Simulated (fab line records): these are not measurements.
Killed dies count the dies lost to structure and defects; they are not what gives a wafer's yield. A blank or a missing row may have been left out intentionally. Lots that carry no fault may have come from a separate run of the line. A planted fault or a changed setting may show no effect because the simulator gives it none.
Comparing a struck lot with a sound one | flow gf180mcu | 15 out of 602 route steps
Sound: these wafers, L951.2, L951.4, L951.6. Wafers struck: L971.1, L971.3, L971.5. Last of all comes the cause.
For every step that has rows: the tool of each side, followed by ch and its chambers, followed by its first start. Under that, the readings that differ: sound wafers | struck wafers | difference of the means | sigmas: that difference in standard deviations of wafers without a fault.
alike: a reading whose means differ by less than 2 such deviations, as well as words and numbers matching on both sides. not compared: withheld readings; readings where some wafer has no value; bounds like >300 that might hide an equal value; numbers whose values overlap and for which the record gives no deviation.
The two part at a step that has a row with sigmas, a row that says differs or no value, or rows on one side only. Numbers that have no deviation but don't overlap get no sigmas and don't part them. A reading missing from all wafers of one side parts the sides only when that side holds two or more wafers.

first, 1 step without rows for these wafers: GF_TOP_METAL_DEVELOP_13 (develop time 60 s).
GF_TOP_METAL_CD_MEAS_14: target cd 440 nm.
  sound on cd-sem-02, day 28 08:11; struck on cd-sem-02, day 33 19:59
  alike: cd-nm
GF_TOP_METAL_OVL_MEAS_15:
  sound on overlay-01, day 28 08:17; struck on overlay-01, day 33 20:06
  alike: TOP_METAL_OVL
GF_TOP_METAL_METAL_ETCH_16: etches the open film in Cl2/BCl3, stops on SiO2, target depth 1197 nm, time 199.5 s.
  sound on rie-metal-02 ch 0,1, day 28 08:19; struck on rie-metal-02 ch 0,1, day 33 20:08
  alike: drypump-motor-current-A, oes-product-au, throttle-valve-pct
  not compared: rf-hours-counter-h
GF_TOP_METAL_STRIP_17: strips in O2/N2.
  sound on plasma-asher-03 ch 0,1, day 28 08:31; struck on plasma-asher-03 ch 0,1, day 33 20:20
  alike: drypump-motor-current-A, heater-power-w, o2-flow-sccm, oes-product-au, strip-time-to-endpoint-s
  not compared: rf-hours-counter-h
then, 2 steps without rows for these wafers: GF_TOP_METAL_STRIP_18 (strips in post etch residue remover, time 1200 s); GF_TOP_METAL_CLEAN_19 (cleans in DIW).
GF_PASSIVATION_CVD_00: deposits SiO2 from TEOS, target thk 1000 nm, time 111.95 s.
  sound on pecvd-01 ch 0,1,2, day 28 09:04; struck on pecvd-01 ch 0,2, day 33 20:54
  alike: heater-power-w
GF_PASSIVATION_THK_MEAS_01:
  sound on film-metro-03, day 28 09:09; struck on film-metro-03, day 33 20:59
  alike: PASSIVATION_CVD_00_THK
GF_PASSIVATION_CVD_02: deposits Si3N4, target thk 700 nm, time 486.18 s.
  sound on pecvd-03 ch 0,1,2, day 28 09:12; struck on pecvd-02 ch 0,1, day 33 21:02
  alike: heater-power-w
GF_PASSIVATION_THK_MEAS_03:
  sound on film-metro-02, day 28 09:30; struck on film-metro-03, day 33 21:19
  alike: PASSIVATION_CVD_02_THK
then, 1 step without rows for these wafers: GF_PASSIVATION_DEHYDRATE_04 (time 60 s).
GF_PASSIVATION_HMDS_05: prime time 60 s.
  sound on litho-track-02 ch 0, day 28 18:32; struck on litho-track-02 ch 0, day 34 04:22
  reading          | sound                | struck               | difference | sigmas
  prime-temp-c (C) | 119.89 120.21 120.10 | 120.76 120.76 120.58 | +0.63      | +5
then, 1 step without rows for these wafers: GF_PASSIVATION_COAT_06 (resist thk 4000 nm).
GF_PASSIVATION_PROBE_99:
  record: rows for the struck wafers here (prober-02, day 34 14:10), none for the sound ones

== WHERE THEY PART ==
Last at GF_PASSIVATION_PROBE_99 as far as this record goes, first at GF_PASSIVATION_HMDS_05.

WHY: whatever the simulator had introduced
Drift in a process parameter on litho-track-02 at GF_PASSIVATION_HMDS_05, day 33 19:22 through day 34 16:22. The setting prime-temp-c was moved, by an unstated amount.
